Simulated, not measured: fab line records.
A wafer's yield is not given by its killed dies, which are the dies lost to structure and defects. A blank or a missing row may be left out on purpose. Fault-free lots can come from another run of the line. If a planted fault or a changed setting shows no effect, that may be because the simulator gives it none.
Matching of chambers -- flow sky130 -- SKY_POLY_CUT_ETCH_11 on rie diel-01 has 4 sister chambers
The step etches Si3N4 in CF4/CH2F2/Ar, stops on poly-Si, time 42.5 s, target depth 60 nm. 8 wafers are shown with their chamber, then 7 later ones without.

WAFERS PAIRED WITH THEIR CHAMBERS
wafer,chamber,rf fwd power W (W),throttle valve pct (%)
L653.3,1,592.1,14.996
L653.4,2,591.1,14.974
L653.6,0,594.8,14.990
L659.2,2,595.4,14.994
L659.4,3,588.0,15.003
L659.5,0,592.8,15.005
L663.2,1,588.2,14.984
L663.3,3,588.9,14.987

WAFERS WITHOUT THEIR CHAMBER
wafer,rf fwd power W (W),throttle valve pct (%)
L663.4,588.0,15.010
L666.1,592.5,14.980
L666.4,589.6,14.989
L666.5,593.8,14.996
L667.1,591.4,14.998
L667.2,592.5,14.973
L667.5,591.7,14.993

WHICH CHAMBER EACH ONE RAN IN
wafer,from the rows above,in truth
L663.4,can't be placed: 3 or 1 or 0 or 2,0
L666.1,can't be placed: 2 or 1 or 0 or 3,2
L666.4,can't be placed: 1 or 3 or 2 or 0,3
L666.5,can't be placed: 0 or 2 or 1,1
L667.1,can't be placed: 1 or 0 or 3 or 2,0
L667.2,can't be placed: 2 or 1 or 0 or 3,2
L667.5,can't be placed: 1 or 0 or 2 or 3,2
Correctly placed: 0 of 7. Can't be placed from these rows: 7 (the true chamber is among the candidates in 7). Wrongly placed: 0.
How it was worked out, from the rows above alone: a wafer's distance from a chamber is the root of the sum, over the readings, of the square of ((its reading less the chamber's mean) divided by the reading's scatter). If the next closest chamber is less than 2 further off than the closest, the wafer can't be placed; otherwise it belongs to the closest. Each chamber's mean is taken over the wafers shown for it. The scatter is the square root of a quotient: the sum, over the shown wafers, of each reading's squared deviation from its chamber's mean, divided by wafers minus chambers.
